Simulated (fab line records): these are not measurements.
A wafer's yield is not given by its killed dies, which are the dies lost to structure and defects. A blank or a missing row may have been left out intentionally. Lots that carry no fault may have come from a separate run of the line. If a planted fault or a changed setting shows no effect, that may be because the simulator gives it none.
One fault through the eyes of 2 desks :: flow sky130 :: every desk sees just its own numbers, and what lay behind them comes last

## FOR THE TOOL OWNER'S DESK: implanter-04
SKY_LDD_LDN_IMPLANT_11, tool's own readings: per-lot mean of the sampled wafers with a number, covering each lot this tool ran. The brackets show how far a lot's mean lies from the usual mean; more than 4 standard deviations puts the lot out of limits, marked OUT.
Columns: A = beam energy keV at SKY_LDD_LDN_IMPLANT_11, usual 14.999; B = beam on s at SKY_LDD_LDN_IMPLANT_11, usual 10.01 s
lot: L455
first seen here: day 24 23:49
A: 15.002
B: 10.09

lot: L458
first seen here: day 26 09:04
A: 17.432 (+99 or more) OUT
B: 10.09

lot: L461
first seen here: day 27 02:55
A: 17.427 (+99 or more) OUT
B: 10.01
This desk finds L458, L461 out of limits, L458 being first, at day 26 09:04 (beam energy keV at SKY_LDD_LDN_IMPLANT_11). L455 stayed within limits.

## THE METROLOGY DESK
What the gauges read, lot by lot, whatever tool the lot ran on: means of the sampled wafers that have a number. The brackets show how far a lot's mean lies from the usual mean; more than 4 standard deviations puts the lot out of limits, marked OUT.
Columns: A = LDD_HVP_TW at SKY_LDD_HVP_TW_MEAS_10, usual 461.6; B = LDD_LDN_OVL at SKY_LDD_LDN_OVL_MEAS_07, usual 0.1 nm
lot: L450
first seen here: day 22 04:37
A: 459.6
B: -2.5

lot: L455
first seen here: day 23 18:04
A: 465.2
B: -0.6

lot: L458
first seen here: day 25 03:49
A: 463.2
B: -1.6

lot: L461
first seen here: day 25 21:19
A: 460.6
B: -0.1

lot: L465
first seen here: day 27 13:43
A: 462.8
B: 0.6

lot: L470
first seen here: day 28 22:16
A: 466.1
B: -1.2
This desk's finding: nothing out of limits on any of the 6 lots.

## ALL TOGETHER
An alarm could have come from the tool owner's desk at day 26 09:04, on L458, L461.
Nothing out of limits was seen by the metrology desk.
The metrology desk has L458, L461 on record, within its limits.
Every lot named ran SKY_LDD_LDN_IMPLANT_11 on implanter-04.

## WHAT THE SIMULATOR HAD INSERTED
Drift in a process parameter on implanter-04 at SKY_LDD_LDN_IMPLANT_11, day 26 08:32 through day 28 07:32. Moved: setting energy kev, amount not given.
Shown lots that were struck: L458, L461.
Hours from the fault's start to each desk's first reading out of limits: the tool owner's desk, 1.
